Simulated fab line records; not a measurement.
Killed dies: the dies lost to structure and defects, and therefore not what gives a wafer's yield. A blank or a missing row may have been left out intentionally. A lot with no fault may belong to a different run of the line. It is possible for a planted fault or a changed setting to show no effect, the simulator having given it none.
The tool behind it: which one?	flow gf180mcu	36 wafers from 12 lots sampled at 2 of the route's 602 steps

WHAT THE GAUGES READ, wafer by wafer
GF_V5_CD_MEAS_14 targets a cd of 260 nm.
lot	measured	on	cd-nm (nm)
L165	day 27 04:43	cd-sem-02	259.8 259.7 260.4
L166	day 27 13:37	cd-sem-02	258.8 261.0 260.9
L168	day 28 07:20	cd-sem-01	260.3 259.2 260.3
L170	day 28 20:10	cd-sem-02	259.9 261.5 260.1
L171	day 29 01:04	cd-sem-02	260.2 260.4 261.4
L172	day 29 11:13	cd-sem-01	260.3 260.2 260.5
L174	day 30 06:10	cd-sem-01	261.9 262.1 262.4
L175	day 30 13:23	cd-sem-01	259.9 260.5 259.4
L176	day 30 17:46	cd-sem-01	261.0 260.9 260.9
L178	day 31 06:08	cd-sem-01	261.3 260.0 261.5
L187	day 33 08:23	cd-sem-02	261.4 261.0 261.1
L188	day 33 16:59	cd-sem-01	260.9 261.5 261.3

WHAT TOOL EACH LOT RAN ON (gives the tool, then ch and the chambers of the sampled wafers, and finally the start)
lot	GF_MIM_SPUTTER_09
L165	pvd-sputter-04, day 24 11:16
L166	pvd-sputter-04, day 24 21:30
L168	pvd-sputter-04, day 25 14:57
L170	pvd-sputter-01, day 26 07:25
L171	pvd-sputter-04, day 26 12:34
L172	pvd-sputter-04, day 26 22:47
L174	pvd-sputter-04, day 27 19:52
L175	pvd-sputter-04, day 28 02:39
L176	pvd-sputter-04, day 28 07:35
L178	pvd-sputter-03, day 28 21:19
L187	pvd-sputter-03, day 31 05:14
L188	pvd-sputter-01, day 31 14:09
- GF_MIM_SPUTTER_09: material TiN, target thk 35 nm, time 29.2 s.

WHAT THE TOOLS THEMSELVES READ (means of the sampled wafers that have a number; where no wafer has one, the mark that the record gives instead)
GF_MIM_SPUTTER_09.
lot	tool	cathode-dc-power-W (W)	throttle-valve-pct (%)
L165	pvd-sputter-04	6500.0	31.0
L166	pvd-sputter-04	6501.3	30.2
L168	pvd-sputter-04	6501.6	29.7
L170	pvd-sputter-01	6500.3	30.2
L171	pvd-sputter-04	6499.8	29.7
L172	pvd-sputter-04	6500.5	30.8
L174	pvd-sputter-04	6500.7	30.2
L175	pvd-sputter-04	6500.0	30.4
L176	pvd-sputter-04	6499.2	30.2
L178	pvd-sputter-03	6499.7	29.1
L187	pvd-sputter-03	6500.3	29.3
L188	pvd-sputter-01	6499.5	30.6

THE ANSWER, worked out from the rows above alone
Rule: usual is defined by the lots themselves. Put in order of their means at a reading, lots are off if they are a third of the lots or fewer, leave a main group of 4 or more, and stand apart from it by a gap of 3 or more times the standard deviation of the main group's means; of several such gaps the widest counts. Not used: any main group whose means are identical at the precision the tables above print for the reading. Also off: a lot with no number at a reading for which 4 or more lots have one. The other lots that the step has rows for count as sound. After the gauges, taken in route order, come the tools' own readings; for these a lot's mean is taken, as printed above. At the first step where some lot is off, the reading lying furthest off is the one used; lots without a number count as furthest.
No lot is off at any reading shown: from this, nothing can be told.

WHAT WAS PUT IN BY THE SIMULATOR
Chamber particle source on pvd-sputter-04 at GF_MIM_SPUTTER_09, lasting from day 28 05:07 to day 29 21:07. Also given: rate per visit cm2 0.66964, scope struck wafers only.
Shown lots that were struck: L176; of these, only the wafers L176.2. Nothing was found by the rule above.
